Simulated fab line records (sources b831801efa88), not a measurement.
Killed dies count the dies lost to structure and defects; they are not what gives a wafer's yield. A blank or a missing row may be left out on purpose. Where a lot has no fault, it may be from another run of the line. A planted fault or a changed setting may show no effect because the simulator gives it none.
Which tool was responsible? | flow gf180mcu | Sampling: 13 lots, 39 wafers, 2 of 602 route steps

== WHAT THE GAUGES READ, wafer by wafer ==
GF_CONTACT_CD_MEAS_14: target cd 220 nm.
lot  | measured     | on       | cdNm (nm)
L740 | day 16 11:17 | cdSem-01 | 218.7 220.4 220.7
L741 | day 16 20:09 | cdSem-02 | 219.1 218.2 218.5
L742 | day 16 23:02 | cdSem-02 | 219.6 219.1 220.1
L745 | day 17 23:59 | cdSem-01 | 218.7 218.0 218.0
L747 | day 18 23:34 | cdSem-01 | 219.7 219.0 220.4
L750 | day 20 05:35 | cdSem-02 | 218.6 217.9 217.7
L753 | day 21 10:57 | cdSem-02 | 217.9 219.4 219.6
L756 | day 22 07:46 | cdSem-01 | 220.7 219.9 220.0
L757 | day 22 14:42 | cdSem-01 | 219.7 218.8 218.8
L758 | day 22 23:04 | cdSem-01 | 217.8 217.7 218.2
L759 | day 23 03:28 | cdSem-02 | 219.3 220.3 219.6
L761 | day 24 00:26 | cdSem-02 | 219.3 218.4 218.2
L762 | day 24 06:35 | cdSem-02 | 218.1 219.1 220.2

== WHAT TOOL EACH LOT RAN ON (gives the tool, then ch and the chambers of the sampled wafers, and finally the start) ==
lot  | GF_VT_IMPLANT_STRIP_31
L740 | plasmaAsher-04 ch 0,1, day 7 02:53
L741 | plasmaAsher-03 ch 0,1, day 7 07:53
L742 | plasmaAsher-04 ch 0,1, day 7 14:11
L745 | plasmaAsher-04 ch 0,1, day 8 07:17
L747 | plasmaAsher-04 ch 0,1, day 8 23:47
L750 | plasmaAsher-03 ch 0,1, day 9 18:53
L753 | plasmaAsher-03 ch 0,1, day 10 14:49
L756 | plasmaAsher-02 ch 0, day 11 09:41
L757 | plasmaAsher-04 ch 0,1, day 11 18:01
L758 | plasmaAsher-04 ch 0,1, day 12 05:36
L759 | plasmaAsher-03 ch 0,1, day 12 05:38
L761 | plasmaAsher-04 ch 0,1, day 12 21:37
L762 | plasmaAsher-04 ch 0,1, day 13 04:32
- GF_VT_IMPLANT_STRIP_31: strips in O2/N2.

== AS READ BY THE TOOLS THEMSELVES (means over the sampled wafers that have a number; for cases with no such wafer, the mark the record gives instead) ==
GF_VT_IMPLANT_STRIP_31.
lot  | tool           | drypumpMotorCurrentA (A) | heaterPowerW (W) | n2FlowSccm (sccm) | oesProductAu (a.u.) | platenTempC (C) | stripTimeToEndpointS (s)
L740 | plasmaAsher-04 | 6.04                     | 365              | 300.2             | 0.721               | 249.91          | 12.64
L741 | plasmaAsher-03 | 5.73                     | 321              | 299.2             | 0.714               | 249.99          | 12.63
L742 | plasmaAsher-04 | 6.05                     | 358              | 299.7             | 0.716               | 250.23          | 12.70
L745 | plasmaAsher-04 | 6.05                     | 338              | 300.1             | 0.670               | 243.87          | 14.20
L747 | plasmaAsher-04 | 5.93                     | 353              | 299.8             | 0.662               | 243.83          | 14.19
L750 | plasmaAsher-03 | 5.58                     | 322              | 299.1             | 0.713               | 250.05          | 12.63
L753 | plasmaAsher-03 | 5.59                     | 323              | 299.8             | 0.719               | 250.07          | 12.64
L756 | plasmaAsher-02 | 6.19                     | 381              | 300.8             | 0.713               | 250.22          | 12.62
L757 | plasmaAsher-04 | 6.05                     | 360              | 300.4             | 0.714               | 250.05          | 12.59
L758 | plasmaAsher-04 | 5.93                     | 368              | 299.4             | 0.718               | 249.93          | 12.61
L759 | plasmaAsher-03 | 5.72                     | 325              | 301.5             | 0.715               | 250.15          | 12.67
L761 | plasmaAsher-04 | 5.95                     | 375              | 300.1             | 0.715               | 249.88          | 12.64
L762 | plasmaAsher-04 | 6.07                     | 363              | 300.1             | 0.712               | 250.00          | 12.67

== THE ANSWER, worked out from the rows above alone ==
Rule: the usual values come from the lots themselves. Put in order of their means at a reading, lots are off if they are a third of the lots or fewer, leave a main group of 4 or more, and stand apart from it by a gap of 3 or more times the standard deviation of the main group's means; of several such gaps the widest counts. A main group whose means are all the same, to the digits that the tables above print for the reading, isn't used. A lot without any number at a reading at which 4 lots or more have one is off too. All remaining lots with rows at the step are treated as sound. After the gauges, taken in route order, come the tools' own readings; for these a lot's mean is taken, as printed above. The first step at which some lot is off is used, and at that step the reading that is off furthest; a lot without a number counts as furthest.
Off: L745, L747, at GF_VT_IMPLANT_STRIP_31 (platenTempC). The main group has a mean of 250.04 C with a standard deviation of 0.11.
A tool fits if, at that step or a process step before it, it ran every lot that is off, and no sound lot after the first of them. Of those tried, none fits.

== WHAT HAD BEEN PUT IN BY THE SIMULATOR ==
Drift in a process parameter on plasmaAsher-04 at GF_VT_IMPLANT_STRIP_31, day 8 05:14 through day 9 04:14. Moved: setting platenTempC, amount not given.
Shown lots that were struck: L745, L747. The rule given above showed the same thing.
